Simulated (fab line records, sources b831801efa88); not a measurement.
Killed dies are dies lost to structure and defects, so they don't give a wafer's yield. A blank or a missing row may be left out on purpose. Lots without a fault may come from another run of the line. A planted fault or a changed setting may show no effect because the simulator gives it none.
Problem report in the 8D (eight disciplines) form, filled by code | flow sky130 | the parts of the form that need people (team, actions taken, sign-off) are left out

1. THE PROBLEM
LI_CONTACT_W_RS at SKY_LI_CONTACT_RS_MEAS_22 reads a mean of 0.268 ohm/sq on 4 wafers of 3 lots; wafers without a fault read 0.286 ohm/sq with a standard deviation of 0.003. That is -6.1 standard deviations from the usual mean.
The step: measures by four-point-probe.
First seen on wafer L156.4, day 34 03:30, on film_metro-01. The record holds 34 wafers of 12 lots with a number at this step. Rule for "out", or "out of limits": more than 4 standard deviations from the usual mean. The other wafers with a number count as sound.

2. WHAT IT IS AND WHAT IT IS NOT
question                    | is                             | is not
which readings at this step | LI_CONTACT_W_RS                | -
which lots                  | L156, L157, L158               | L143, L144, L145, L147, L149, L150, L152, L153, L154
which wafers of those lots  | L156.4, L157.4, L157.5, L158.4 | L156.6, L157.3, L158.6
read on which gauges        | film_metro-01                  | film_metro-02, film_metro-03
when                        | from day 34 03:30              | up to then (28 sound wafers); but 2 sound wafers of L157, L158 came after

3. SUSPECTS, AND WHAT RULES EACH OUT
Counting: a tool at a process step up to the reading stays a suspect if it ran every lot that is out. Sound lots after the first of them don't rule it out here, since some wafers of a struck lot are sound.
- the gauge at SKY_LI_CONTACT_RS_MEAS_22: kept. All the wafers that are out were read on film_metro-01, and no step on other tools shows them out.
- cvd_w-02 at SKY_LI_CONTACT_CVD_21 (deposits W, target thk 400 nm, time 120.56 s): kept. It ran every lot that is out, first L156 (day 34 03:22); its last sound lot up to then is L154 (day 33 11:44).
Left after counting: cvd_w-02 at SKY_LI_CONTACT_CVD_21, film_metro-01 at SKY_LI_CONTACT_RS_MEAS_22.

4. THE CAUSE (what the simulator had put in)
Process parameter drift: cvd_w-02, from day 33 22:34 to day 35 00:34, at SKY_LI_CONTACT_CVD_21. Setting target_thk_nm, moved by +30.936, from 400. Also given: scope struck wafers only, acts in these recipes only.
Counting left 2 suspects, and this tool is among them.

5. THE CHAIN OF EFFECTS, in route order
Each row: a reading whose mean over the struck wafers that have a number lies more than 3 standard deviations from the usual. Only readings for which the record gives a usual standard deviation are gone through. hours: the time from each lot's start at the first step in this table that gives one to its start at this step, as a median over the lots. sigmas: the change in usual standard deviations.
hours | step                       | reading          | usual        | on struck wafers | change | sigmas
0     | SKY_LI_CONTACT_RS_MEAS_22  | LI_CONTACT_W_RS  | 0.286 ohm/sq | 0.268            | -0.018 | -6.1
0     | SKY_LI_CONTACT_THK_MEAS_23 | LI_CONTACT_W_THK | 401 nm       | 433              | +32    | +4.2

6. WHAT WOULD HAVE CAUGHT IT SOONER
In this record the first reading out of limits at a measuring or inspecting step was taken at day 34 03:30, 5 hours after the fault began at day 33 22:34.
Of the tool readings at SKY_LI_CONTACT_CVD_21 for which the record gives a usual standard deviation, none was out on any struck wafer, so an alarm limit of 4 standard deviations on them would not have fired.
Of the lots that are out (3), L157, L158 began SKY_LI_CONTACT_CVD_21 on cvd_w-02 after day 34 03:30. A hold on the tool at that time would have spared those 2.
